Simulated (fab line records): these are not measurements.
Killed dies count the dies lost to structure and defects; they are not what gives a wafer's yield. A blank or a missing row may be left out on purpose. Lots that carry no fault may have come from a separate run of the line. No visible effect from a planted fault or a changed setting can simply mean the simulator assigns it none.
fab line records | flow sky130
record: lots: 5 | wafers: 15 | lastDay: 49
route steps=708 shown CAP2M@608 METAL4@621 VIA4@639 PAD_OPEN@708
lots that met no fault: taken from a fault-free run of the same line
startH: hours from the record's first day to the start of the lot's first wafer shown | waitH: how many hours have passed since the lot's step before this one | " unchanged from the row above | L1.1+2: several wafers, shown together as one row | - value missing, or start not given | * or withheld: withheld | < > ~ a bound
route shown NAME@n: a module of which the file shows steps, and the number in the route of the first | usual: mean and standard deviation over wafers with no fault | same: alike in all rows | chamber/n: place in a boat | sites: readings site by site | _std_site: the standard deviation of these | _edge_site: outer sites' mean less inner sites' | radiusMm: how far each site lies from the wafer's centre | mask NAME#n: copy n | behind: the tool/chamber that last shaped the wafer | hold: cause of the lot's hold/its duration in hours/its outcome | device: the transistor (n, p or np) that didn't switch | end of line: the route-end tests of the same wafers | a step with no rows: only its recipe | killed: dies lost to structure and defects at the first sort, not the wafer's yield | map: shows each die of a wafer: x if killed, . if not, _ if none is there
set.NAME: the setting the step ran with; set.NAME@STEP: the setting that earlier step ran with | model.NAME: the simulator's own value behind a step, which no gauge read
a table for each step, a row for each wafer; lots at some steps of the route
services: the hour from which a tool's chamber was out of use, counted from the record's first day as startH (under 0 if before that day), plus the number of hours and why
== steps ==
step: SKY_CAP2M_DEHYDRATE_05
recipe: tempC: 200 | timeS: 60
step: SKY_CAP2M_HMDS_06
recipe: primeTimeS: 60 | primeTempC: 120
step: SKY_CAP2M_COAT_07
recipe: resist: NOVOLAK | spinRpm: 3000 | resistThkNm: 1140
step: SKY_CAP2M_SOFTBAKE_08
recipe: tempC: 90 | timeS: 60 | resist: NOVOLAK
step: SKY_CAP2M_EXPOSE_09
recipe: maskId: CAP2M | na: 0.6 | sourceShape: conventional | sigmaOuter: 0.6 | polarization: unpolarized | targetCdNm: 1000 | doseMj: 159
step: SKY_CAP2M_PEB_10
recipe: tempC: withheld | timeS: * | resist: NOVOLAK
step: SKY_CAP2M_DEVELOP_11
recipe: resist: NOVOLAK | developer: TMAH | developTimeS: 60 | devTempC: 23
step: SKY_CAP2M_METAL_ETCH_13
recipe: targetDepthNm: 220 | stopOn: SiO2 | chemistry: Cl2/BCl3 | target: TiN | pressureMtorr: 10 | icpW: 900 | biasW: 48.5 | Cl2_flow_sccm: 60 | bcl3FlowSccm: 30 | timeS: 62.9
step: SKY_CAP2M_STRIP_14
recipe: chemistry: O2/N2 | powerW: 1400 | pressureMtorr: 1500 | platenTempC: withheld | o2FlowSccm: 3000 | n2FlowSccm: 300 | overashFraction: 0.5
step: SKY_CAP2M_STRIP_15
recipe: chemistry: postEtchResidueRemover | timeS: 1200 | tempC: 72.5
step: SKY_CAP2M_CLEAN_16
recipe: chemistry: IPA | timeS: 180 | tempC: 25
step: SKY_CAP2M_CLEAN_17
recipe: chemistry: O3/DIW | dry: n2Spin
lot.wafer  | tool        | chamber | startH  | waitH
L987.4+5+6 | wetBench-02 | 3       | 991.78  | 0.0
L990.1+2+3 | wetBench-01 | 2       | 1006.58 | 0.0
L998.1+2+3 | wetBench-01 | 2       | 1058.49 | 0.0
L999.2+3+4 | wetBench-01 | 2       | 1070.69 | 0.0
L101.2+3+6 | wetBench-01 | 3       | 1080.53 | 0.0
step: SKY_METAL4_DEHYDRATE_05
recipe: tempC: 200 | timeS: 60
step: SKY_METAL4_HMDS_06
recipe: primeTimeS: 60 | primeTempC: 120
step: SKY_METAL4_COAT_07
recipe: resist: BARC | tempC: withheld | timeS: withheld | spinRpm: 3000 | resistThkNm: 60
step: SKY_METAL4_COAT_08
recipe: resist: KrF-thick | spinRpm: 3000 | resistThkNm: 1140
step: SKY_METAL4_SOFTBAKE_09
recipe: tempC: 100 | timeS: 90 | resist: KrF-thick
step: SKY_METAL4_EXPOSE_10
recipe: maskId: MM4 | na: 0.68 | sourceShape: annular | sigmaInner: 0.4 | sigmaOuter: 0.8 | targetCdNm: 300 | doseMj: 28
step: SKY_METAL4_PEB_11
recipe: pebTempC: withheld | pebTimeS: withheld | resist: KrF-thick
step: SKY_METAL4_DEVELOP_12
recipe: developTimeS: 60 | resist: KrF-thick | devTempC: 21
step: SKY_METAL4_DESCUM_15
recipe: chemistry: O2 | sourcePowerW: 150 | biasPowerW: 0 | pressureMtorr: 10 | tempC: 40 | timeS: 8
step: SKY_METAL4_ETCH_16
recipe: chemistry: N2/H2 | target: BARC | ionEnergyEv: 200 | biasW: 100 | pressureMtorr: 30 | n2FlowSccm: 100 | h2FlowSccm: 200 | icpW: 500 | stopOn: SiO2 | timeS: 88.2 | targetDepthA: 600
step: SKY_METAL4_ETCH_17
recipe: target: SiO2 | stopOn: TiN | chemistry: C4F8/O2/Ar | sourceW: 1500 | biasW: 1200 | pressureMtorr: 40 | c4f8FlowSccm: withheld | O2_flow_sccm: 6 | Ar_flow_sccm: 300 | timeS: 3.9 | targetDepthA: 150
step: SKY_METAL4_METAL_ETCH_18
recipe: targetDepthA: 8450 | stopOn: SiO2 | overEtchFrac: 0.3 | timeS: 183.1 | chemistry: Cl2/BCl3 | resistSidewallDeg: 88 | pressureMtorr: 10 | icpW: 900 | biasW: 48.5 | Cl2_flow_sccm: 60 | bcl3FlowSccm: 30
step: SKY_METAL4_STRIP_19
recipe: chemistry: O2/N2 | powerW: 1400 | pressureMtorr: 1500 | platenTempC: withheld | o2FlowSccm: 3000 | n2FlowSccm: 300 | overashFraction: 0.5
step: SKY_METAL4_STRIP_20
recipe: chemistry: postEtchResidueRemover | timeS: 1200 | tempC: 72.5
step: SKY_METAL4_CLEAN_21
recipe: chemistry: IPA | timeS: 180 | tempC: 25
step: SKY_METAL4_CLEAN_22
recipe: chemistry: O3/DIW | dry: n2Spin
step: SKY_VIA4_HDPCVD_00
recipe: material: SiO2 | targetThkNm: 1750 | sigmaOpenFrac: 0.3 | timeS: 291.7 | tempC: 400 | sih4FlowSccm: 60 | pressureMtorr: 6
step: SKY_VIA4_CMP_02
recipe: material: SiO2 | downForcePsi: 4 | platenRpm: 60 | padVelocityMS: 0.94248
step: SKY_VIA4_DEHYDRATE_04
recipe: tempC: 200 | timeS: 60
step: SKY_VIA4_HMDS_05
recipe: primeTimeS: 60 | primeTempC: 120
step: SKY_VIA4_COAT_06
recipe: resist: NOVOLAK | spinRpm: 3000 | resistThkNm: 1140
step: SKY_VIA4_SOFTBAKE_07
recipe: tempC: 90 | timeS: 60 | resist: NOVOLAK
step: SKY_VIA4_EXPOSE_08
recipe: maskId: VIM4 | na: 0.6 | sourceShape: conventional | sigmaOuter: 0.6 | polarization: unpolarized | targetCdNm: 800 | doseMj: 132
step: SKY_VIA4_PEB_09
recipe: tempC: withheld | timeS: * | resist: NOVOLAK
step: SKY_VIA4_DEVELOP_10
recipe: resist: NOVOLAK | developer: TMAH | developTimeS: 60 | devTempC: 23
step: SKY_PAD_OPEN_PROBE_99
usual: defectLimitedYield: 82.5/2 | killed_at_M0_to_M3: 44/7 | killed_at_M4_up: 3.4/1.7 | killedAtContacts: 24/4.9 | killedAtFrontEnd: 15/4.5 | killedAtOther: 0.4/0.61 | killedDies: 86/9.7 | killedOpen: 47/7.1 | killedShort: 39/6.1 | sort_bin_3_pad_short: 0.9/0.42 | sort_bin_5_function: 10.4/1.4 | sort_bin_6_memory: 6.2/1.2 | sortNPass: 406/9.7 | sortYieldPct: 82.5/2
same: grossDies: 492 | killedAtBackSide: 0 | sort_bin_4_leakage[%]: 0 | sort_bin_8_speed[%]: 0
lot.wafer | tool      | chamber | startH  | waitH | hold                    | defectLimitedYield[%] | killed_at_M0_to_M3 | killed_at_M4_up | killedAtContacts | killedAtFrontEnd | killedAtOther | killedDies | killedOpen | killedShort | sort_bin_3_pad_short[%] | sort_bin_5_function[%] | sort_bin_6_memory[%] | sortNPass | sortYieldPct[%] | model.etest.tester.sortNPass | model.etest.tester.sortYieldPct | model.etest.tester.sort_bin_5_pct | model.etest.tester.sort_bin_3_pct
L987.4    | prober-01 | -       | 1107.29 | 0.2   | -                       | 83.7                  | 37                 | 7               | 26               | 10               | 0             | 80         | 42         | 35          | 1.0                     | 9.1                    | 6.1                  | 412       | 83.7            | 412                          | 83.74                           | 9.146                             | 1.016
L987.5    | prober-01 | -       | 1107.34 | 0.2   | -                       | 81.5                  | 39                 | 6               | 28               | 17               | 1             | 91         | 46         | 41          | 1.0                     | 10.8                   | 6.7                  | 401       | 81.5            | 401                          | 81.5                            | 10.77                             | 1.016
L987.6    | prober-01 | -       | 1107.39 | 0.2   | -                       | 81.5                  | 48                 | 4               | 19               | 20               | 0             | 91         | 43         | 45          | 1.2                     | 10.0                   | 7.3                  | 401       | 81.5            | 401                          | 81.5                            | 9.959                             | 1.22
L990.1    | prober-01 | -       | 1120.56 | 0.1   | -                       | 80.5                  | 49                 | 5               | 26               | 16               | 0             | 96         | 55         | 41          | 1.4                     | 12.0                   | 6.1                  | 396       | 80.5            | 396                          | 80.49                           | 11.99                             | 1.423
L990.2    | prober-01 | -       | 1120.61 | 0.1   | -                       | 81.3                  | 38                 | 6               | 31               | 17               | 0             | 92         | 51         | 41          | 0.4                     | 10.6                   | 7.7                  | 400       | 81.3            | 400                          | 81.3                            | 10.57                             | 0.4065
L990.3    | prober-01 | -       | 1120.66 | 0.2   | -                       | 81.5                  | 44                 | 2               | 30               | 15               | 0             | 91         | 54         | 37          | 1.4                     | 11.2                   | 5.9                  | 401       | 81.5            | 401                          | 81.5                            | 11.18                             | 1.423
L998.1    | prober-01 | -       | 1169.29 | 0.1   | awaitDispo/0.9h/release | 75.0                  | 51                 | 3               | 15               | 11               | 43            | 123        | 38         | 41          | 3.5                     | 15.0                   | 6.5                  | 369       | 75.0            | 369                          | 75                              | 15.04                             | 3.455
L998.2    | prober-01 | -       | 1169.34 | 0.1   | awaitDispo/0.9h/release | 76.2                  | 32                 | 4               | 26               | 11               | 44            | 117        | 43         | 30          | 1.8                     | 15.4                   | 6.5                  | 375       | 76.2            | 375                          | 76.22                           | 15.45                             | 1.829
L998.3    | prober-01 | -       | 1169.39 | 0.2   | awaitDispo/0.9h/release | 76.0                  | 31                 | 6               | 18               | 15               | 48            | 118        | 38         | 31          | 2.6                     | 15.0                   | 6.3                  | 374       | 76.0            | 374                          | 76.02                           | 15.04                             | 2.642
L999.2    | prober-02 | -       | 1174.90 | 0.1   | awaitDispo/2.5h/release | 75.8                  | 35                 | 5               | 15               | 13               | 51            | 119        | 39         | 28          | 2.6                     | 15.9                   | 5.7                  | 373       | 75.8            | 373                          | 75.81                           | 15.85                             | 2.642
L999.3    | prober-02 | -       | 1174.95 | 0.2   | awaitDispo/2.5h/release | 75.0                  | 32                 | 4               | 30               | 11               | 46            | 123        | 46         | 33          | 2.8                     | 14.2                   | 7.9                  | 369       | 75.0            | 369                          | 75                              | 14.23                             | 2.846
L999.4    | prober-02 | -       | 1175.00 | 0.2   | awaitDispo/2.5h/release | 75.8                  | 38                 | 3               | 26               | 7                | 45            | 119        | 49         | 25          | 2.6                     | 16.3                   | 5.3                  | 373       | 75.8            | 373                          | 75.81                           | 16.26                             | 2.642
L101.2    | prober-01 | -       | 1181.53 | 0.1   | awaitDispo/1.7h/release | 75.2                  | 49                 | 1               | 25               | 20               | 27            | 122        | 58         | 36          | 1.8                     | 13.8                   | 9.1                  | 370       | 75.2            | 370                          | 75.2                            | 13.82                             | 1.829
L101.3    | prober-01 | -       | 1181.58 | 0.2   | awaitDispo/1.7h/release | 77.6                  | 46                 | 3               | 23               | 15               | 23            | 110        | 42         | 42          | 2.0                     | 12.8                   | 7.5                  | 382       | 77.6            | 382                          | 77.64                           | 12.8                              | 2.033
L101.6    | prober-01 | -       | 1181.73 | 0.2   | awaitDispo/1.7h/release | 78.5                  | 33                 | 5               | 29               | 14               | 25            | 106        | 48         | 33          | 2.4                     | 12.4                   | 6.7                  | 386       | 78.5            | 386                          | 78.46                           | 12.4                              | 2.439
killed by level:class
L987.4 VIA1:geometricParticle:open=10 LI_CONTACT:geometricParticle:open=8 CONTACT:geometricParticle:short=6 VIA1:geometricParticle:short=6 LI_CONTACT:geometricParticle:short=5 VIA2:geometricParticle:open=5 FIELD_ISO:geometricParticle:open=4 CONTACT:geometricParticle:open=4
L987.5 CONTACT:geometricParticle:open=10 VIA1:geometricParticle:open=8 LI_CONTACT:geometricParticle:open=7 METAL2:geometricParticle:short=7 VIA2:geometricParticle:open=6 VIA1:geometricParticle:short=6 CONTACT:geometricParticle:short=5 POLY_GATE:geometricParticle:short=4
L987.6 VIA3:geometricParticle:open=9 VIA1:geometricParticle:short=8 CONTACT:geometricParticle:open=8 VIA1:geometricParticle:open=7 LI_CONTACT:geometricParticle:open=5 VIA2:geometricParticle:open=5 FIELD_ISO:geometricParticle:short=4 POLY_GATE:geometricParticle:open=4
L990.1 VIA3:geometricParticle:open=10 VIA2:geometricParticle:open=8 VIA1:geometricParticle:open=8 CONTACT:geometricParticle:open=7 LI_CONTACT:geometricParticle:open=7 VIA1:geometricParticle:short=6 METAL2:geometricParticle:short=6 LOCAL_INTERCONNECT:geometricParticle:short=5
L990.2 CONTACT:geometricParticle:open=13 VIA1:geometricParticle:open=10 CONTACT:geometricParticle:short=7 VIA2:geometricParticle:open=6 FIELD_ISO:geometricParticle:open=5 METAL4:geometricParticle:short=5 POLY_GATE:geometricParticle:open=4 LI_CONTACT:geometricParticle:short=4
L990.3 VIA1:geometricParticle:open=19 CONTACT:geometricParticle:open=15 FIELD_ISO:geometricParticle:short=5 POLY_GATE:geometricParticle:short=5 CONTACT:geometricParticle:short=5 VIA2:geometricParticle:open=5 LI_CONTACT:geometricParticle:open=4 VIA3:geometricParticle:open=4
L998.1 CAP2M:unspecified=43 METAL2:geometricParticle:short=9 VIA3:geometricParticle:open=9 VIA1:geometricParticle:open=8 CONTACT:geometricParticle:short=6 METAL1:geometricParticle:short=6 VIA2:geometricParticle:short=6 CONTACT:geometricParticle:open=4
L998.2 CAP2M:unspecified=44 CONTACT:geometricParticle:open=9 VIA2:geometricParticle:open=9 VIA1:geometricParticle:open=8 CONTACT:geometricParticle:short=6 LI_CONTACT:geometricParticle:open=5 POLY_GATE:geometricParticle:open=3 LI_CONTACT:geometricParticle:short=3
L998.3 CAP2M:unspecified=47 VIA1:geometricParticle:open=9 LI_CONTACT:geometricParticle:open=6 METAL3:geometricParticle:short=6 CONTACT:geometricParticle:open=5 POLY_GATE:geometricParticle:open=4 LOCAL_INTERCONNECT:geometricParticle:short=4 METAL4:geometricParticle:short=4
L999.2 CAP2M:unspecified=51 VIA1:geometricParticle:open=12 CONTACT:geometricParticle:open=6 LI_CONTACT:geometricParticle:open=5 METAL2:geometricParticle:short=5 VIA3:geometricParticle:open=4 METAL4:geometricParticle:short=4 FIELD_ISO:geometricParticle:open=3
L999.3 CAP2M:unspecified=44 CONTACT:geometricParticle:open=13 LI_CONTACT:geometricParticle:open=6 LOCAL_INTERCONNECT:geometricParticle:short=6 METAL1:geometricParticle:short=6 VIA2:geometricParticle:open=6 VIA3:geometricParticle:open=6 POLY_GATE:geometricParticle:open=5
L999.4 CAP2M:unspecified=44 VIA1:geometricParticle:open=12 CONTACT:geometricParticle:open=8 LI_CONTACT:geometricParticle:open=7 VIA2:geometricParticle:open=6 LOCAL_INTERCONNECT:geometricParticle:short=5 FIELD_ISO:geometricParticle:open=3 CONTACT:geometricParticle:short=3
L101.2 CAP2M:unspecified=27 VIA1:geometricParticle:open=20 CONTACT:geometricParticle:open=10 VIA2:geometricParticle:open=9 CONTACT:geometricParticle:short=7 POLY_GATE:geometricParticle:short=4 POLY_GATE:geometricParticle:open=4 LI_CONTACT:geometricParticle:open=4
L101.3 CAP2M:unspecified=23 VIA1:geometricParticle:open=11 CONTACT:geometricParticle:open=6 LOCAL_INTERCONNECT:geometricParticle:short=5 VIA1:geometricParticle:short=5 VIA3:geometricParticle:short=5 FIELD_ISO:geometricParticle:open=4 POLY_GATE:geometricParticle:open=4
L101.6 CAP2M:unspecified=25 CONTACT:geometricParticle:open=14 CONTACT:geometricParticle:short=7 VIA3:geometricParticle:open=6 VIA2:geometricParticle:open=6 VIA1:geometricParticle:open=6 FIELD_ISO:geometricParticle:open=5 METAL1:geometricParticle:short=5
map L998.1 (x killed, . not)
__________....x....x_________
________...........xxx_______
______.xxxx..x..xxxxxxxx_____
_____.x........xxxxxxxxxx____
____.......x....xxxxxxxxx.___
___.x............xxxxxxxxx.__
__.x......x......xxxxxxxx..x_
_...............x..xx...x....
_x....x.x...x..x.......x...x.
_...x.......x......xx.....xx.
_................x.....x.x...
_........x..........x.x......
_x.x.x...x....x.......xx.....
_...x.........x..............
_xx.........x.x...x......x...
__.x..x.x..xx.....x....xx..._
___.....x.........x......x.__
____.x.x..x.x.......x.....___
_____......x.............____
______.....x....x...x..._____
________...x.........._______
__________x.x.x..x.._________
map L999.3 (x killed, . not)
__________..x...x..x_________
________.xx....x....xx_______
______.....x....xxxxxxxx_____
_____...x.........xxxxxxx____
____.............xxxxxxxx.___
___.......x......xxxxxxxxx.__
__....x....xx....x.xxxxxx..._
_..x.....xx......x.x.xxx.x...
_..xx....x...x.x.....x......x
_..x..............x.....xx...
_.x.......................x.x
_.x.........x.x....xx.xx.....
_.....x...........xx.........
_x.........x.x.....x.....x...
_..xx...x......xx....x.....x.
__.....x.x.....x............_
___.xx...x..xxx.......x....__
____...x.......xx........x___
_____....x...x.x.....x...____
______........x...x..x.._____
________........x...x._______
__________.x..x....._________
== services ==
tool        | chamber | startH  | hours | kind
wetBench-02 | -       | 1045.88 | 1.9   | pm
== key ==
firstSign: step: SKY_PAD_OPEN_PROBE_99 | reading: killedAtOther | direction: up | sigmas: 39 | usual: 0.4 | struck: 39.1
effect: step: SKY_PAD_OPEN_PROBE_99 | reading: sort_bin_3_pad_short | direction: up | sigmas: 3.8 | usual: 0.9 | struck: 2.5 | wafersMoved: 8
modelEffect: step: SKY_PAD_OPEN_PROBE_99 | value: etest.tester.sortNPass | without: 408.8 | struck: 374.6
metAt SKY_CAP2M_CLEAN_17
struckWafers L998.1,L998.2,L998.3,L999.2,L999.3,L999.4,L101.2,L101.3,L101.6
onsetBetween 1006.58 1058.49
alsoFits time
fault: kind: chamberParticleSource | tool: wetBench-01 | chamber: - | onsetH: 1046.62 | steps: SKY_CAP2M_CLEAN_17 | ratePerVisitCm2: 0.75959 | endH: 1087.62
